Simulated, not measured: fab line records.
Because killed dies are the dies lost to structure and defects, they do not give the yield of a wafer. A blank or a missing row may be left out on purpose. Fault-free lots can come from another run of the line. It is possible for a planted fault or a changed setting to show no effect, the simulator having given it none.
Which of the tools did it? -- flow gf180mcu -- 12 lots, 36 wafers sampled, at 1 step of a route of 602

## WHAT THE GAUGES SHOWED, per wafer
GF_VT_IMPLANT_RS_MEAS_49: a four-point-probe measurement.
lot,measured,on,MVPSD_RS (ohm/sq)
L075,day 7 21:20,film metro-02,1167.0 1165.2 1169.5
L077,day 8 09:53,film metro-04,1168.5 1168.3 1171.4
L079,day 8 23:21,film metro-02,1164.3 1166.2 1166.6
L081,day 9 13:23,film metro-04,1170.1 1169.2 1172.3
L083,day 10 03:14,film metro-02,1167.9 1167.9 1170.1
L085,day 10 14:11,film metro-04,1165.8 1169.3 1170.8
L087,day 11 06:04,film metro-04,1170.1 1167.2 1168.4
L089,day 11 20:02,film metro-04,1171.4 1172.9 1171.1
L091,day 12 07:14,film metro-04,1174.7 1174.2 1170.4
L093,day 12 21:27,film metro-04,1168.0 1170.5 1168.3
L095,day 13 09:22,film metro-01,1165.5 1169.4 1170.7
L097,day 13 22:05,film metro-02,1169.5 1170.0 1166.5

## WHICH TOOL RAN EACH LOT (tool, then ch and the chambers of the sampled wafers, then the start)
Before these readings, the record contains no process step.

## THE ANSWER, worked out from the rows above alone
Rule: the lots themselves supply what counts as usual. Put in order of their means at a reading, lots are off if they are a third of the lots or fewer, leave a main group of 4 or more, and stand apart from it by a gap of 3 or more times the standard deviation of the main group's means; of several such gaps the widest counts. Not used: any main group whose means are identical at the precision the tables above print for the reading. Also off: a lot with no number at a reading for which 4 or more lots have one. The other lots that the step has rows for count as sound.
Across all readings shown, no lot is off: no conclusion can be drawn from this.

## WHAT THE SIMULATOR PUT IN
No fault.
